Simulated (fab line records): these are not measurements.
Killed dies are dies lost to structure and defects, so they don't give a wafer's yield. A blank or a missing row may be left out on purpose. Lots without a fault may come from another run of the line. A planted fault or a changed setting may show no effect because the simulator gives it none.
Which tool did it? || flow gf180mcu || 18 wafers from 6 lots sampled at 2 of the route's 602 steps

WHAT THE GAUGES READ, wafer by wafer
GF_MVSD_TW_MEAS_11.
{"lot": "L200", "measured": "day 4 17:11", "on": "film metro-01", "MVSD_TW": "1590 1589 1594"}
{"lot": "L203", "measured": "day 5 10:08", "on": "film metro-01", "MVSD_TW": "1587 1591 1588"}
{"lot": "L206", "measured": "day 6 06:20", "on": "film metro-03", "MVSD_TW": "1590 1594 1593"}
{"lot": "L212", "measured": "day 7 15:41", "on": "film metro-03", "MVSD_TW": "1630 1614 1621"}
{"lot": "L214", "measured": "day 8 06:02", "on": "film metro-04", "MVSD_TW": "1575 1588 1583"}
{"lot": "L221", "measured": "day 9 20:22", "on": "film metro-04", "MVSD_TW": "1589 1590 1587"}

TOOL THAT RAN EACH LOT (tool first, then ch and the chambers of the sampled wafers, then the start)
{"lot": "L200", "GF_MVSD_IMPLANT_09": "implanter-02 ch 0, day 4 16:57"}
{"lot": "L203", "GF_MVSD_IMPLANT_09": "implanter-04 ch 0, day 5 09:54"}
{"lot": "L206", "GF_MVSD_IMPLANT_09": "implanter-01 ch 0, day 6 06:05"}
{"lot": "L212", "GF_MVSD_IMPLANT_09": "implanter-01 ch 0, day 7 15:26"}
{"lot": "L214", "GF_MVSD_IMPLANT_09": "implanter-02 ch 0, day 8 05:48"}
{"lot": "L221", "GF_MVSD_IMPLANT_09": "implanter-04 ch 0, day 9 20:07"}
- GF_MVSD_IMPLANT_09

THE ANSWER, worked out from the rows above alone
Rule: the usual values come from the lots themselves. Put in order of their means at a reading, lots are off if they are a third of the lots or fewer, leave a main group of 4 or more, and stand apart from it by a gap of 3 or more times the standard deviation of the main group's means; of several such gaps the widest counts. A main group is skipped when, at the precision printed for the reading in the tables above, its means are all equal. Also off: a lot with no number at a reading for which 4 or more lots have one. Any other lot the step has rows for is counted as sound.
Off: L212, at GF_MVSD_TW_MEAS_11 (MVSD_TW). Mean 1589 and standard deviation 3.6 in the main group.
If a tool, at a process step before that reading, ran all the lots that are off and no sound lot after the first of them, it fits. Gauges at GF_MVSD_TW_MEAS_11: tried the same way as those tools. Can't be told from this: 2 tools fit, implanter-01 at GF_MVSD_IMPLANT_09, film metro-03 at GF_MVSD_TW_MEAS_11.

WHAT THE SIMULATOR HAD PUT IN
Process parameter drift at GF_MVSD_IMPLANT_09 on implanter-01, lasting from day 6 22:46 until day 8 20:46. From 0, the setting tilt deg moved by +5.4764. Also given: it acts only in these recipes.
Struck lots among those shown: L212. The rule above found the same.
